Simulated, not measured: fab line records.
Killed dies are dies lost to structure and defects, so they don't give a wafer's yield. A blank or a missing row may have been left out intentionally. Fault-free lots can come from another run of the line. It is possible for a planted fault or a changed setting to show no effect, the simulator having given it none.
The tool behind it: which one? | flow sky130 | Sampling: 10 lots, 30 wafers, 5 of 708 route steps

WHAT EACH GAUGE READ, for each wafer
SKY_VIA2_RS_MEAS_22: measures by four-point-probe.
lot  | measured     | on            | VIA2_W_RS (ohm/sq)
L583 | day 36 20:28 | film-metro-04 | 0.2723 0.2734 0.2710
L584 | day 37 01:44 | film-metro-04 | 0.2724 0.2730 0.2689
L586 | day 37 21:58 | film-metro-03 | 0.2771 0.2721 0.2758
L590 | day 39 04:44 | film-metro-03 | 0.2755 0.3044 0.3096
L591 | day 39 08:32 | film-metro-04 | 0.2993 0.2981 0.2972
L601 | day 42 15:13 | film-metro-04 | 0.2717 0.2707 0.2719
L600 | day 42 17:32 | film-metro-04 | 0.2706 0.2739 0.2703
L603 | day 42 21:27 | film-metro-04 | 0.2667 0.2722 0.2673
L602 | day 42 21:40 | film-metro-01 | 0.2686 0.2724 0.2679
L604 | day 43 01:51 | film-metro-01 | 0.2661 0.2678 0.2718

TOOL THAT RAN EACH LOT (tool first, then ch and the chambers of the sampled wafers, then the start)
lot  | SKY_METAL2_SPUTTER_03        | SKY_VIA2_ETCH_14                   | SKY_VIA2_SPUTTER_20          | SKY_VIA2_CVD_21
L583 | pvd-sputter-03, day 34 13:23 | rie-diel-01 ch 0,1,3, day 36 19:32 | pvd-sputter-02, day 36 20:15 | cvd-w-02 ch 0,1, day 36 20:19
L584 | pvd-sputter-03, day 34 19:44 | rie-diel-01 ch 0,1, day 37 00:48   | pvd-sputter-02, day 37 01:30 | cvd-w-02 ch 0,1, day 37 01:36
L586 | pvd-sputter-01, day 35 15:06 | rie-diel-04 ch 0,1,3, day 37 21:02 | pvd-sputter-04, day 37 21:43 | cvd-w-02 ch 0,1, day 37 21:50
L590 | pvd-sputter-03, day 36 23:19 | rie-diel-04 ch 0,1,3, day 39 03:51 | pvd-sputter-03, day 39 04:33 | cvd-w-02 ch 0,1, day 39 04:37
L591 | pvd-sputter-01, day 37 02:40 | rie-diel-02 ch 0,1,3, day 39 07:39 | pvd-sputter-04, day 39 08:21 | cvd-w-02 ch 1, day 39 08:25
L601 | pvd-sputter-03, day 40 12:43 | rie-diel-01 ch 0,1, day 42 14:17   | pvd-sputter-02, day 42 14:59 | cvd-w-02 ch 0,1, day 42 15:05
L600 | pvd-sputter-04, day 40 14:01 | rie-diel-01 ch 0,3, day 42 16:39   | pvd-sputter-03, day 42 17:21 | cvd-w-02 ch 0,1, day 42 17:25
L603 | pvd-sputter-01, day 40 18:31 | rie-diel-01 ch 0,1,2, day 42 20:29 | pvd-sputter-04, day 42 21:13 | cvd-w-02 ch 0,1, day 42 21:19
L602 | pvd-sputter-03, day 40 19:20 | rie-diel-04 ch 0,1,3, day 42 20:44 | pvd-sputter-02, day 42 21:27 | cvd-w-01 ch 0,1, day 42 21:31
L604 | pvd-sputter-01, day 40 23:58 | rie-diel-02 ch 0,1,3, day 43 00:54 | pvd-sputter-03, day 43 01:40 | cvd-w-02 ch 1, day 43 01:43
- SKY_METAL2_SPUTTER_03: material Ti, target thk 5 nm, time 3.3 s.
- SKY_VIA2_ETCH_14: etches BARC in N2/H2, stops on SiO2, time 45.9 s, target depth 60 nm.
- SKY_VIA2_SPUTTER_20: material TiN, target thk 20 nm, time 80 s.
- SKY_VIA2_CVD_21: deposits W, target thk 420 nm, time 126.4 s.

THE ANSWER, worked out from the rows above alone
Rule: what is usual is taken from the lots themselves. The widest of any qualifying gaps counts: lots, ordered by their means at a reading, are off when they make up no more than a third of the lots, leave a main group of 4 or more, and stand apart from it by 3 or more times the standard deviation of that group's means. A main group is skipped when, at the precision printed for the reading in the tables above, its means are all equal. A lot without any number at a reading at which 4 lots or more have one is off too. Any other lot the step has rows for is counted as sound.
Off: L590, L591, at SKY_VIA2_RS_MEAS_22 (VIA2_W_RS). The main group: mean 0.2711 ohm/sq, standard deviation 0.002.
A tool fits if, at a process step before that reading, it ran every lot that is off, and no sound lot after the first of them. The gauges at SKY_VIA2_RS_MEAS_22 are tried like those tools. Of those tried, none fits.

WHAT THE SIMULATOR PUT IN
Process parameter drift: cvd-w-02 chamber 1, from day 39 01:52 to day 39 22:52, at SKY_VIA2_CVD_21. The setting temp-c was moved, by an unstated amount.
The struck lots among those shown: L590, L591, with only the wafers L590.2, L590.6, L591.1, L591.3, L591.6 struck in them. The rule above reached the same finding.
